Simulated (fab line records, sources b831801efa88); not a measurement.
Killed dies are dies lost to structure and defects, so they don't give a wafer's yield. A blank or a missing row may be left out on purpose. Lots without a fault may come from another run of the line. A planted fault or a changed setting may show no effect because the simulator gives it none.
Chamber matching | flow gf180mcu | GF_MIM_CVD_05 on pecvd-02: 3 sister chambers
The step deposits Si3N4, target thk 42 nm, time 29.086 s. 6 wafers are shown with their chamber, then 8 later ones without.

WAFERS WITH THEIR CHAMBER
wafer  | chamber | heater_power_w (W) | heater_power_outer_w (W)
L481.2 | 0       | 521                | 335
L481.3 | 2       | 710                | 432
L486.1 | 1       | 681                | 400
L486.3 | 2       | 669                | 402
L486.5 | 0       | 486                | 292
L494.3 | 1       | 709                | 407

WAFERS WITHOUT THEIR CHAMBER
wafer  | heater_power_w (W) | heater_power_outer_w (W)
L494.4 | 474                | 292
L494.6 | 706                | 412
L496.1 | 632                | 350
L496.2 | 525                | 326
L496.3 | 650                | 406
L497.2 | 640                | 396
L497.4 | 721                | 417
L497.5 | 542                | 339

WHICH CHAMBER EACH WENT THROUGH
wafer  | from the rows above          | in truth
L494.4 | 0                            | 0
L494.6 | can't be placed: 1 or 2      | 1
L496.1 | can't be placed: 1 or 2 or 0 | 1
L496.2 | 0                            | 0
L496.3 | can't be placed: 2 or 1      | 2
L497.2 | can't be placed: 2 or 1      | 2
L497.4 | can't be placed: 1 or 2      | 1
L497.5 | 0                            | 0
Placed correctly: 3 of 8. Can't be placed from these rows: 5 (the true chamber is among the candidates in 5). Placed wrongly: 0.
How it was worked out, from the rows above alone: a wafer's distance from a chamber is the root of the sum, over the readings, of the square of ((its reading less the chamber's mean) divided by the reading's scatter). The wafer belongs to the nearest chamber; if the next one is less than 2 further off, it can't be placed. A chamber's mean is the mean of its shown wafers. The scatter: the root of (the sum of the squares of (reading less its chamber's mean) over the shown wafers, divided by (wafers less chambers)).
